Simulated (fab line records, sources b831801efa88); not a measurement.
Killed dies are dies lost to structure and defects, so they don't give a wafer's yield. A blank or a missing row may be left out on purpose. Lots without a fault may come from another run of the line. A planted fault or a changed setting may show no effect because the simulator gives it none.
Which tool did it? | flow sky130 | 14 lots, 42 wafers sampled, at 2 steps of a route of 708

WHAT THE GAUGES READ, wafer by wafer
SKY_CONTACT_THK_MEAS_03. Usual: CONTACT_HDPCVD_THK 567 nm, standard deviation 4.5.
lot  | measured     | on            | CONTACT_HDPCVD_THK (nm) | flag
L645 | day 29 23:46 | film_metro-03 | 563 565 565             |
L646 | day 31 07:00 | film_metro-01 | 561 561 572             |
L647 | day 31 21:41 | film_metro-04 | 568 567 567             |
L649 | day 33 00:52 | film_metro-03 | 567 577 573             |
L650 | day 33 02:11 | film_metro-01 | 566 558 560             |
L652 | day 33 04:22 | film_metro-01 | 568 563 560             |
L651 | day 33 05:25 | film_metro-03 | 567 559 570             |
L653 | day 33 08:23 | film_metro-04 | 572 564 568             |
L655 | day 33 21:25 | film_metro-04 | 580 568 570             |
L664 | day 37 03:23 | film_metro-03 | 566 563 563             |
L666 | day 37 07:29 | film_metro-04 | 569 561 564             |
L665 | day 37 09:49 | film_metro-03 | 571 560 560             |
L667 | day 37 11:37 | film_metro-03 | 568 568 572             |
L668 | day 38 01:08 | film_metro-01 | 571 577 563             |

WHICH TOOL RAN EACH LOT (tool, then ch and the chambers of the sampled wafers, then the start)
lot  | SKY_LOCAL_INTERCONNECT_METAL_ETCH_14
L645 | rie_metal-04 ch 0,1, day 29 22:57
L646 | rie_metal-02 ch 0,1, day 31 06:11
L647 | rie_metal-02 ch 0,1, day 31 20:52
L649 | rie_metal-04 ch 0,1, day 33 00:01
L650 | rie_metal-02 ch 0,1, day 33 01:22
L652 | rie_metal-01 ch 0,1, day 33 03:33
L651 | rie_metal-04 ch 0,1, day 33 04:37
L653 | rie_metal-04 ch 1, day 33 07:31
L655 | rie_metal-04 ch 0,1, day 33 20:37
L664 | rie_metal-01 ch 0,1, day 37 02:34
L666 | rie_metal-02 ch 0,1, day 37 06:40
L665 | rie_metal-01 ch 1, day 37 08:59
L667 | rie_metal-01 ch 0,1, day 37 10:46
L668 | rie_metal-04 ch 0,1, day 38 00:19
- SKY_LOCAL_INTERCONNECT_METAL_ETCH_14: etches TiN in Cl2/BCl3, stops on PSG, target depth 110 nm, time 31.4 s.

WHAT THE TOOLS THEMSELVES READ (means of the sampled wafers that have a number; where no wafer has one, the mark that the record gives instead)
SKY_LOCAL_INTERCONNECT_METAL_ETCH_14. Usual: drypump_motor_current_A 5.8 A, standard deviation 0.39; he_backside_leak_sccm 3.30 sccm, standard deviation 0.19; oes_product_au 0.946 a.u., standard deviation 0.0074; throttle_valve_pct 21.897 %, standard deviation 0.01.
lot  | tool         | drypump_motor_current_A (A) | he_backside_leak_sccm (sccm) | oes_product_au (a.u.) | throttle_valve_pct (%) | flag
L645 | rie_metal-04 | 5.6                         | 3.26                         | 0.944                 | 21.898                 |
L646 | rie_metal-02 | 5.6                         | 3.18                         | 0.949                 | 21.886                 |
L647 | rie_metal-02 | 5.6                         | 3.17                         | 0.948                 | 21.899                 |
L649 | rie_metal-04 | 5.7                         | 3.28                         | 0.947                 | 21.898                 |
L650 | rie_metal-02 | 5.6                         | 3.08                         | 0.952                 | 21.889                 |
L652 | rie_metal-01 | 6.4                         | 3.43                         | 0.952                 | 21.890                 |
L651 | rie_metal-04 | 5.6                         | 3.32                         | 0.949                 | 21.892                 |
L653 | rie_metal-04 | 5.5                         | 3.21                         | 0.933                 | 21.895                 |
L655 | rie_metal-04 | 5.6                         | 3.15                         | 0.949                 | 21.894                 |
L664 | rie_metal-01 | 6.4                         | 3.47                         | 0.947                 | 21.901                 |
L666 | rie_metal-02 | 5.6                         | 3.27                         | 0.951                 | 21.890                 |
L665 | rie_metal-01 | 6.5                         | 3.47                         | 0.943                 | 21.909                 |
L667 | rie_metal-01 | 6.4                         | 3.62                         | 0.943                 | 21.896                 |
L668 | rie_metal-04 | 5.6                         | 3.17                         | 0.939                 | 21.896                 |

THE ANSWER, worked out from the rows above alone
Rule: a lot is off if the mean of its wafers that have a number lies more than 3 standard deviations from the usual mean. A lot without any number at a reading at which 4 lots or more have one is off too. The other lots that the step has rows for count as sound. The gauges are gone through in route order, then the tools' own readings, and for those a lot's mean is taken as printed above. The first step at which some lot is off is used, and at that step the reading that is off furthest; a lot without a number counts as furthest.
No lot is off at any reading shown: from this, nothing can be told.

WHAT THE SIMULATOR HAD PUT IN
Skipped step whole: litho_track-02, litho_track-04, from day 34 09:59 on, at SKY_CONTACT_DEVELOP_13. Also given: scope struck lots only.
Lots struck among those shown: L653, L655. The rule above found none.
